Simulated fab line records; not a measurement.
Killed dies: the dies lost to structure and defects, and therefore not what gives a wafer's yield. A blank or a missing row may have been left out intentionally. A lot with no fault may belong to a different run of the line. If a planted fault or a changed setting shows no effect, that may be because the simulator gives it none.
fab line records | flow gf180mcu
[record] lots = 24 wafers = 72 last_day = 34
route steps=602 shown SAB@275 M2@376 M4@457 MIM@507 V5@558
lots that met no fault: from a run of the same line without faults
start_h: the number of hours between the record's first day and the start of the first shown wafer of the lot | wait_h: hours since the lot's step before | " the same as in the row above | L1.1+2: a single row standing in for several wafers | - either no value or no given start | * or withheld: withheld | < > ~ a bound
route shown NAME@n: names a module that has steps shown in the file, with the first one's number in the route | usual: mean/standard deviation of fault-free wafers | same: alike in all rows | chamber/n: place in a boat | sites: the reading at each site | _std_site: their standard deviation | _edge_site: outer sites' mean less inner sites' | radius_mm: for every site, how far away it sits from the centre of the wafer | mask NAME#n: copy n | behind: the last tool/chamber to shape the wafer | hold: what put the lot on hold/how long, in hours/how the hold closed | device: which transistor (n, p or np) failed to switch | end of line: tests run on the same wafers once the route is complete | a step without rows: its recipe alone | killed: not the wafer's yield, but the dies lost to structure and defects at the first sort | map: a wafer's dies, marking killed ones x, the rest . and places with no die _
set.NAME: the run value of the setting; set.NAME@STEP: its run value at that earlier step | model.NAME: the simulator's own value behind a step, which no gauge read
route steps across a sampled set of lots; one table per step, one row per wafer
services: from which hour (start_h, from the record's first day; less than 0 if before it) a tool's chamber was out of use, for how many hours, and why
[[steps]]
[step GF_SAB_ETCH_11]
[recipe] chemistry = C4F8/O2/Ar mask_material = NOVOLAK target = SiO2 target_depth_nm = 55 source_w = 1500 bias_w = 1241 pressure_mtorr = 40 c4f8_flow_sccm = withheld O2_flow_sccm = 6 Ar_flow_sccm = 300 time_s = 8.5
[usual] oes_product_au = 1.009/0.015
// columns lot.wafer tool chamber start_h wait_h oes_product_au rf_hours_counter_h
L074.4 rie_diel-02 2 339.94 0.0 0.984 4
L074.5 " 3 " " 1.043 -
L074.6 " 2 " " 0.986 -
L075.1 rie_diel-04 3 346.79 0.0 1.023 15
L075.2 " 1 " " 1.015 84
L075.3 " 2 " " 1.032 55
L076.1 rie_diel-01 1 355.04 0.0 1.019 2
L076.4 " 3 " " 0.979 26
L076.5 " 0 " " 1.016 -
L077.2 rie_diel-04 3 363.86 0.0 1.013 15
L077.3 " 0 " " 1.001 67
L077.6 " 1 " " 0.996 -
L078.2 rie_diel-01 2 373.84 0.0 1.000 6
L078.3 " 1 " " 1.018 2
L078.5 " 0 " " 1.023 -
L079.2 rie_diel-04 0 385.37 0.0 1.019 68
L079.5 " 2 " " 1.024 -
L079.6 " 3 " " 1.017 -
L080.1 rie_diel-01 1 398.99 0.0 1.021 3
L080.2 " 0 " " 1.024 40
L080.4 " 2 " " 0.988 7
L081.1 rie_diel-04 1 400.69 0.0 0.996 86
L081.4 " 3 " " 1.016 16
L081.5 " 1 " " 1.007 -
L082.1 rie_diel-04 2 415.79 0.0 1.016 57
L082.4 " 3 " " 1.015 17
L082.5 " 0 " " 1.009 -
L083.1 rie_diel-04 1 431.26 0.0 1.010 86
L083.4 " 2 " " 1.021 57
L083.6 " 1 " " 1.006 -
L084.2 rie_diel-01 0 432.84 0.0 1.019 41
L084.3 " 3 " " 0.988 28
L084.4 " 1 " " 1.017 4
L085.2 rie_diel-01 1 440.12 0.0 1.023 4
L085.4 " 0 " " 1.025 -
L085.6 " 1 " " 1.030 -
L086.1 rie_diel-02 2 444.22 0.0 0.974 7
L086.3 " 1 " " 0.995 64
L086.4 " 2 " " 0.978 -
L087.1 rie_diel-04 2 462.36 0.0 1.016 59
L087.2 " 0 " " 0.992 70
L087.6 " 2 " " 1.026 -
L088.1 rie_diel-04 3 467.66 0.0 1.022 17
L088.2 " 1 " " 1.002 88
L088.5 " 3 " " 1.006 -
L089.2 rie_diel-01 0 475.46 0.0 1.010 42
L089.5 " 0 " " 1.009 -
L089.6 " 1 " " 1.012 -
L090.1 rie_diel-01 3 486.29 0.0 0.980 29
L090.2 " 2 " " 1.004 9
L090.6 " 3 " " 0.984 -
L091.3 rie_diel-01 3 491.11 0.0 0.989 30
L091.4 " 1 " " 1.005 -
L091.6 " 3 " " 0.981 -
L092.1 rie_diel-02 1 497.24 0.0 0.992 65
L092.3 " 3 " " 1.016 1
L092.5 " 3 " " 1.018 -
L093.1 rie_diel-01 0 509.47 0.0 1.023 43
L093.2 " 2 " " 1.005 9
L093.4 " 1 " " 1.027 5
L094.2 rie_diel-02 2 516.47 0.0 0.996 9
L094.4 " 3 " " 1.020 1
L094.6 " 0 " " 1.034 -
L095.1 rie_diel-04 3 519.24 0.0 0.998 19
L095.3 " 2 " " 1.026 60
L095.4 " 0 " " 1.001 71
L096.3 rie_diel-02 0 531.02 0.0 1.030 1
L096.4 " 1 " " 0.986 67
L096.6 " 1 " " 0.996 -
L097.2 rie_diel-02 1 541.59 0.0 0.993 67
L097.5 " 3 " " 1.028 -
L097.6 " 0 " " 1.022 -
[step GF_M2_CD_MEAS_14]
[recipe] target_cd_nm = 280
[usual] cd_nm = 280.5/1.1
// columns lot.wafer tool chamber start_h wait_h cd_nm
L074.4 cd_sem-01 - 438.21 0.1 279.2
L074.5 " - " " 280.6
L074.6 " - " " 280.5
L075.1 cd_sem-01 - 445.05 0.1 280.1
L075.2 " - " " 280.4
L075.3 " - " " 280.5
L076.1 cd_sem-01 - 455.72 0.1 279.0
L076.4 " - " " 279.8
L076.5 " - " " 281.0
L077.2 cd_sem-01 - 464.99 0.1 279.6
L077.3 " - " " 280.1
L077.6 " - " " 280.3
L078.2 cd_sem-01 - 476.04 0.1 281.2
L078.3 " - " " 280.0
L078.5 " - " " 281.0
L079.2 cd_sem-01 - 487.34 0.1 282.8
L079.5 " - " " 282.1
L079.6 " - " " 281.8
L080.1 cd_sem-02 - 501.35 0.1 282.4
L080.2 " - " " 281.0
L080.4 " - " " 280.6
L081.1 cd_sem-01 - 502.32 0.1 280.4
L081.4 " - " " 280.8
L081.5 " - " " 280.3
L082.1 cd_sem-01 - 518.43 0.1 281.1
L082.4 " - " " 280.7
L082.5 " - " " 280.9
L083.1 cd_sem-02 - 533.17 0.1 279.8
L083.4 " - " " 281.4
L083.6 " - " " 281.8
L084.2 cd_sem-02 - 535.37 0.1 278.0
L084.3 " - " " 276.9
L084.4 " - " " 278.8
L085.2 cd_sem-01 - 541.80 0.1 281.8
L085.4 " - " " 281.9
L085.6 " - " " 280.8
L086.1 cd_sem-01 - 544.68 0.1 280.1
L086.3 " - " " 281.3
L086.4 " - " " 281.2
L087.1 cd_sem-02 - 562.43 0.1 281.7
L087.2 " - " " 281.3
L087.6 " - " " 281.4
L088.1 cd_sem-01 - 566.22 0.1 280.3
L088.2 " - " " 279.9
L088.5 " - " " 281.0
L089.2 cd_sem-02 - 573.27 0.1 279.4
L089.5 " - " " 279.4
L089.6 " - " " 279.4
L090.1 cd_sem-02 - 585.05 0.1 281.3
L090.2 " - " " 281.0
L090.6 " - " " 280.5
L091.3 cd_sem-01 - 589.37 0.1 279.7
L091.4 " - " " 279.9
L091.6 " - " " 279.3
L092.1 cd_sem-02 - 593.43 0.1 280.8
L092.3 " - " " 281.6
L092.5 " - " " 281.8
L093.1 cd_sem-02 - 605.08 0.1 281.0
L093.2 " - " " 280.6
L093.4 " - " " 280.7
L094.2 cd_sem-01 - 611.40 0.1 280.9
L094.4 " - " " 280.7
L094.6 " - " " 280.7
L095.1 cd_sem-01 - 614.92 0.1 281.7
L095.3 " - " " 281.2
L095.4 " - " " 280.9
L096.3 cd_sem-01 - 622.96 0.1 281.7
L096.4 " - " " 280.6
L096.6 " - " " 280.5
L097.2 cd_sem-02 - 634.39 0.1 278.0
L097.5 " - " " 277.3
L097.6 " - " " 276.9
[step GF_M4_SPUTTER_01]
[recipe] material = TiN target_thk_nm = 30 power_w = 6500 time_s = 25 chamber_pressure_pa = 0.4
[usual] throttle_valve_pct = 30.1/0.84
// columns lot.wafer tool chamber start_h wait_h throttle_valve_pct
L074.4 pvd_sputter-03 - 516.43 0.0 30.4
L074.5 " - " " 29.2
L074.6 " - " " 29.8
L075.1 pvd_sputter-03 - 523.64 0.1 29.9
L075.2 " - " " 29.6
L075.3 " - " " 29.3
L076.1 pvd_sputter-03 - 533.13 0.1 30.3
L076.4 " - " " 29.8
L076.5 " - " " 29.7
L077.2 pvd_sputter-04 - 542.37 0.1 30.2
L077.3 " - " " 28.6
L077.6 " - " " 29.0
L078.2 pvd_sputter-01 - 552.72 0.1 30.9
L078.3 " - " " 30.3
L078.5 " - " " 30.5
L079.2 pvd_sputter-04 - 563.05 0.1 29.2
L079.5 " - " " 31.8
L079.6 " - " " 30.5
L080.1 pvd_sputter-01 - 575.19 0.1 30.1
L080.2 " - " " 30.9
L080.4 " - " " 30.4
L081.1 pvd_sputter-03 - 577.01 0.1 29.5
L081.4 " - " " 29.9
L081.5 " - " " 29.4
L082.1 pvd_sputter-04 - 592.66 0.1 29.0
L082.4 " - " " 30.3
L082.5 " - " " 29.2
L083.1 pvd_sputter-04 - 604.52 0.1 30.3
L083.4 " - " " 32.0
L083.6 " - " " 30.2
L084.2 pvd_sputter-01 - 606.99 0.1 30.5
L084.3 " - " " 30.3
L084.4 " - " " 30.9
L085.2 pvd_sputter-03 - 613.69 0.1 30.0
L085.4 " - " " 29.8
L085.6 " - " " 30.0
L086.1 pvd_sputter-04 - 617.07 0.1 29.3
L086.3 " - " " 31.9
L086.4 " - " " 28.6
L087.1 pvd_sputter-04 - 631.26 0.1 29.4
L087.2 " - " " 28.8
L087.6 " - " " 30.4
L088.1 pvd_sputter-04 - 635.87 0.1 30.3
L088.2 " - " " 28.9
L088.5 " - " " 29.1
L089.2 pvd_sputter-04 - 642.21 0.1 29.2
L089.5 " - " " 28.7
L089.6 " - " " 29.4
L090.1 pvd_sputter-01 - 652.15 0.1 30.2
L090.2 " - " " 30.3
L090.6 " - " " 30.5
L091.3 pvd_sputter-01 - 656.51 0.1 30.2
L091.4 " - " " 30.2
L091.6 " - " " 30.4
L092.1 pvd_sputter-04 - 661.39 0.1 28.9
L092.3 " - " " 29.5
L092.5 " - " " 29.2
L093.1 pvd_sputter-04 - 670.81 0.1 28.9
L093.2 " - " " 29.6
L093.4 " - " " 31.6
L094.2 pvd_sputter-01 - 677.02 0.1 30.8
L094.4 " - " " 30.2
L094.6 " - " " 30.3
L095.1 pvd_sputter-01 - 680.46 0.1 30.8
L095.3 " - " " 30.1
L095.4 " - " " 30.5
L096.3 pvd_sputter-04 - 686.91 0.1 31.9
L096.4 " - " " 28.8
L096.6 " - " " 30.7
L097.2 pvd_sputter-03 - 698.51 0.1 30.2
L097.5 " - " " 29.3
L097.6 " - " " 29.4
[step GF_MIM_SPUTTER_04]
[recipe] material = TiN target_thk_nm = 50 power_w = 6500 time_s = 41.7 chamber_pressure_pa = 0.4
[usual] throttle_valve_pct = 30.0/1
// columns lot.wafer tool chamber start_h wait_h throttle_valve_pct
L074.4 pvd_sputter-01 - 565.24 0.0 30.4
L074.5 " - " " 30.6
L074.6 " - " " 30.3
L075.1 pvd_sputter-04 - 572.51 0.0 29.0
L075.2 " - " " 31.8
L075.3 " - " " 29.2
L076.1 pvd_sputter-04 - 580.93 0.0 31.8
L076.4 " - " " 28.9
L076.5 " - " " 30.3
L077.2 pvd_sputter-04 - 589.83 0.0 29.0
L077.3 " - " " 30.6
L077.6 " - " " 29.0
L078.2 pvd_sputter-02 - 600.04 0.0 30.1
L078.3 " - " " 30.6
L078.5 " - " " 30.0
L079.2 pvd_sputter-02 - 609.84 0.0 27.8
L079.5 " - " " 30.7
L079.6 " - " " 30.8
L080.1 pvd_sputter-04 - 620.89 0.0 30.4
L080.2 " - " " 29.2
L080.4 " - " " 31.6
L081.1 pvd_sputter-04 - 622.14 0.0 30.3
L081.4 " - " " 29.6
L081.5 " - " " 29.4
L082.1 pvd_sputter-02 - 637.61 0.0 30.6
L082.4 " - " " 27.3
L082.5 " - " " 27.9
L083.1 pvd_sputter-01 - 648.13 0.0 30.4
L083.4 " - " " 30.2
L083.6 " - " " 31.0
L084.2 pvd_sputter-04 - 650.94 0.0 28.9
L084.3 " - " " 29.7
L084.4 " - " " 29.2
L085.2 pvd_sputter-04 - 657.56 0.0 29.7
L085.4 " - " " 30.2
L085.6 " - " " 29.5
L086.1 pvd_sputter-02 - 660.63 0.0 30.3
L086.3 " - " " 30.6
L086.4 " - " " 30.8
L087.1 pvd_sputter-01 - 673.86 0.0 30.3
L087.2 " - " " 30.1
L087.6 " - " " 30.3
L088.1 pvd_sputter-02 - 678.36 0.0 30.7
L088.2 " - " " 30.2
L088.5 " - " " 30.5
L089.2 pvd_sputter-02 - 684.01 0.0 30.7
L089.5 " - " " 30.4
L089.6 " - " " 28.2
L090.1 pvd_sputter-04 - 692.59 0.0 30.3
L090.2 " - " " 31.7
L090.6 " - " " 30.5
L091.3 pvd_sputter-01 - 697.94 0.0 30.3
L091.4 " - " " 30.9
L091.6 " - " " 30.3
L092.1 pvd_sputter-02 - 702.51 0.0 30.5
L092.3 " - " " 27.8
L092.5 " - " " 27.9
L093.1 pvd_sputter-02 - 711.01 0.0 30.6
L093.2 " - " " 30.2
L093.4 " - " " 27.7
L094.2 pvd_sputter-04 - 716.55 0.0 29.3
L094.4 " - " " 31.9
L094.6 " - " " 28.7
L095.1 pvd_sputter-02 - 720.45 0.0 30.3
L095.3 " - " " 30.5
L095.4 " - " " 28.0
L096.3 pvd_sputter-01 - 726.20 0.0 30.0
L096.4 " - " " 30.3
L096.6 " - " " 30.1
L097.2 pvd_sputter-01 - 738.23 0.0 30.7
L097.5 " - " " 30.3
L097.6 " - " " 30.7
[step GF_MIM_RS_MEAS_10]
[recipe] thk_meas_gauge = four-point-probe reads = TiN_of_MIM_SPUTTER_09+AlCu_of_MIM_SPUTTER_08+TiN_of_MIM_SPUTTER_07
[usual] MIM_ALCU_RS = 0.1554/0.0026
// columns lot.wafer tool chamber start_h wait_h MIM_ALCU_RS[ohm/sq]
L074.4 film_metro-01 - 565.54 0.1 0.1549
L074.5 " - " " 0.1559
L074.6 " - " " 0.1570
L075.1 film_metro-01 - 572.74 0.0 0.1500
L075.2 " - " " 0.1548
L075.3 " - " " 0.1556
L076.1 film_metro-03 - 581.16 0.0 0.1532
L076.4 " - " " 0.1486
L076.5 " - " " 0.1538
L077.2 film_metro-04 - 590.08 0.0 0.1500
L077.3 " - " " 0.1553
L077.6 " - " " 0.1547
L078.2 film_metro-04 - 600.29 0.0 0.1570
L078.3 " - " " 0.1581
L078.5 " - " " 0.1580
L079.2 film_metro-03 - 610.10 0.0 0.1583
L079.5 " - " " 0.1572
L079.6 " - " " 0.1580
L080.1 film_metro-04 - 621.13 0.0 0.1533
L080.2 " - " " 0.1533
L080.4 " - " " 0.1492
L081.1 film_metro-01 - 622.38 0.0 0.1556
L081.4 " - " " 0.1540
L081.5 " - " " 0.1491
L082.1 film_metro-01 - 637.84 0.0 0.1557
L082.4 " - " " 0.1572
L082.5 " - " " 0.1566
L083.1 film_metro-03 - 648.37 0.0 0.1564
L083.4 " - " " 0.1569
L083.6 " - " " 0.1574
L084.2 film_metro-03 - 651.19 0.0 0.1576
L084.3 " - " " 0.1491
L084.4 " - " " 0.1531
L085.2 film_metro-03 - 657.82 0.0 0.1539
L085.4 " - " " 0.1527
L085.6 " - " " 0.1560
L086.1 film_metro-04 - 660.86 0.0 0.1525
L086.3 " - " " 0.1557
L086.4 " - " " 0.1542
L087.1 film_metro-01 - 674.09 0.0 0.1569
L087.2 " - " " 0.1570
L087.6 " - " " 0.1554
L088.1 film_metro-01 - 678.59 0.0 0.1555
L088.2 " - " " 0.1522
L088.5 " - " " 0.1535
L089.2 film_metro-04 - 684.26 0.0 0.1582
L089.5 " - " " 0.1557
L089.6 " - " " 0.1572
L090.1 film_metro-01 - 692.83 0.0 0.1544
L090.2 " - " " 0.1600
L090.6 " - " " 0.1554
L091.3 film_metro-01 - 698.22 0.1 0.1545
L091.4 " - " " 0.1550
L091.6 " - " " 0.1561
L092.1 film_metro-01 - 702.74 0.0 0.1554
L092.3 " - " " 0.1565
L092.5 " - " " 0.1551
L093.1 film_metro-04 - 711.24 0.0 0.1607
L093.2 " - " " 0.1590
L093.4 " - " " 0.1598
L094.2 film_metro-04 - 716.80 0.0 0.1550
L094.4 " - " " 0.1519
L094.6 " - " " 0.1517
L095.1 film_metro-01 - 720.69 0.0 0.1566
L095.3 " - " " 0.1586
L095.4 " - " " 0.1564
L096.3 film_metro-03 - 726.47 0.1 0.1554
L096.4 " - " " 0.1590
L096.6 " - " " 0.1541
L097.2 film_metro-04 - 738.50 0.0 0.1540
L097.5 " - " " 0.1577
L097.6 " - " " 0.1548
[step GF_V5_STRIP_18]
[recipe] chemistry = O2/N2 power_w = 1400 pressure_mtorr = 1500 platen_temp_c = 250 o2_flow_sccm = 3000 n2_flow_sccm = 300 overash_fraction = 0.5
[usual] drypump_motor_current_A = 5.9/0.51 heater_power_w = 322/46 oes_product_au = 0.570/0.0057
// columns lot.wafer tool chamber start_h wait_h drypump_motor_current_A heater_power_w oes_product_au rf_hours_counter_h
L074.4 plasma_asher-01 1 631.22 - 6.1 310 0.566 -
L074.5 " 1 " " 6.1 308 0.572 -
L074.6 " 0 " " 5.4 325 0.571 -
L075.1 plasma_asher-04 0 637.93 - 5.1 332 0.571 98
L075.2 " 1 " " 6.3 327 0.578 98
L075.3 " 0 " " 5.1 321 0.573 -
L076.1 plasma_asher-03 1 645.41 - 6.7 410 0.577 87
L076.4 " 0 " " 6.1 243 0.566 -
L076.5 " 0 " " 6.1 249 0.565 -
L077.2 plasma_asher-03 1 653.87 - 6.7 403 0.573 88
L077.3 " 1 " " 6.7 418 0.569 -
L077.6 " 1 " " 6.7 408 0.576 -
L078.2 plasma_asher-01 1 663.01 - 6.1 306 0.567 55
L078.3 " 0 " " 5.4 328 0.571 -
L078.5 " 1 " " 6.2 310 0.567 -
L079.2 plasma_asher-03 1 672.12 - 6.7 402 0.573 90
L079.5 " 1 " " 6.7 397 0.563 -
L079.6 " 0 " " 6.1 257 0.562 -
L080.1 plasma_asher-03 1 681.96 - 6.7 402 0.571 92
L080.2 " 0 " " 6.1 246 0.580 92
L080.4 " 0 " " 6.1 250 0.564 -
L081.1 plasma_asher-01 1 682.61 - 6.1 320 0.570 57
L081.4 " 1 " " 6.1 308 0.576 -
L081.5 " 1 " " 6.1 306 0.575 -
L082.1 plasma_asher-03 1 697.31 - 6.7 396 0.569 93
L082.4 " 0 " " 6.1 247 0.575 -
L082.5 " 0 " " 6.1 245 0.576 -
L083.1 plasma_asher-04 1 707.11 - 6.2 328 0.557 103
L083.4 " 0 " " 5.1 312 0.569 -
L083.6 " 1 " " 6.2 334 0.572 -
L084.2 plasma_asher-03 0 709.01 - 6.1 251 0.561 95
L084.3 " 0 " " 6.1 246 0.567 -
L084.4 " 1 " " 6.7 402 0.577 -
L085.2 plasma_asher-01 1 715.77 - 6.1 300 0.569 61
L085.4 " 0 " " 5.4 318 0.575 -
L085.6 " 1 " " 6.1 307 0.572 -
L086.1 plasma_asher-01 1 718.57 - 6.1 309 0.566 61
L086.3 " 1 " " 6.1 308 0.569 -
L086.4 " 0 " " 5.4 321 0.572 -
L087.1 plasma_asher-01 1 731.56 - 6.1 309 0.565 63
L087.2 " 0 " " 5.4 328 0.563 63
L087.6 " 0 " " 5.4 323 0.557 -
L088.1 plasma_asher-03 1 735.61 - 6.7 402 0.571 98
L088.2 " 0 " " 6.1 244 0.560 98
L088.5 " 0 " " 6.1 244 0.575 -
L089.2 plasma_asher-03 1 740.54 - 6.7 401 0.572 99
L089.5 " 1 " " 6.7 403 0.572 -
L089.6 " 0 " " 6.1 251 0.571 -
L090.1 plasma_asher-01 1 748.97 - 6.1 309 0.574 65
L090.2 " 0 " " 5.4 319 0.578 65
L090.6 " 0 " " 5.4 324 0.566 -
L091.3 plasma_asher-01 0 753.12 - 5.4 322 0.579 -
L091.4 " 1 " " 6.1 311 0.573 -
L091.6 " 1 " " 6.1 303 0.568 -
L092.1 plasma_asher-04 0 757.02 - 5.1 323 0.582 1
L092.3 " 0 " " 5.0 312 0.566 -
L092.5 " 0 " " 5.1 325 0.577 -
L093.1 plasma_asher-01 1 763.54 - 6.1 302 0.570 67
L093.2 " 0 " " 5.4 313 0.568 67
L093.4 " 0 " " 5.4 327 0.573 -
L094.2 plasma_asher-01 0 768.51 - 5.4 316 0.565 67
L094.4 " 0 " " 5.4 320 0.565 -
L094.6 " 0 " " 5.4 316 0.566 -
L095.1 plasma_asher-04 1 773.61 - 6.2 351 0.567 3
L095.3 " 1 " " 6.3 355 0.574 -
L095.4 " 0 " " 5.1 313 0.569 -
L096.3 plasma_asher-01 0 779.29 - 5.4 327 0.580 -
L096.4 " 1 " " 6.1 304 0.566 -
L096.6 " 1 " " 6.1 308 0.567 -
L097.2 plasma_asher-04 0 788.69 - 5.0 322 0.578 5
L097.5 " 1 " " 6.2 349 0.563 -
L097.6 " 0 " " 5.1 322 0.563 -
[[services]]
// columns tool chamber start_h hours kind
pvd_sputter-02 - 350.34 4.9 repair
pvd_sputter-01 - 391.13 4.3 repair
rie_diel-04 3 422.20 3.3 repair
pvd_sputter-01 - 429.76 3.0 repair
rie_diel-01 2 434.02 6.4 repair
rie_diel-04 3 448.00 3.9 repair
plasma_asher-01 - 449.42 8.5 repair
rie_diel-01 2 459.83 2.4 repair
pvd_sputter-01 - 478.90 2.3 repair
rie_diel-01 2 488.69 8.1 repair
pvd_sputter-01 - 490.01 11.6 repair
pvd_sputter-04 - 529.79 0.6 repair
rie_diel-01 - 529.95 2.8 pm
rie_diel-01 2 540.44 3.1 repair
rie_diel-01 1 554.65 4.8 repair
rie_diel-01 - 580.33 0.1 repair
rie_diel-04 1 582.83 2.6 repair
rie_diel-01 2 585.82 5.7 repair
pvd_sputter-02 - 602.87 5.4 repair
rie_diel-04 3 607.54 4.2 repair
rie_diel-01 3 644.59 5.8 repair
pvd_sputter-04 - 675.54 7.7 repair
pvd_sputter-02 - 693.79 6.3 repair
pvd_sputter-01 - 746.95 3.4 repair
[[key]]
fault none
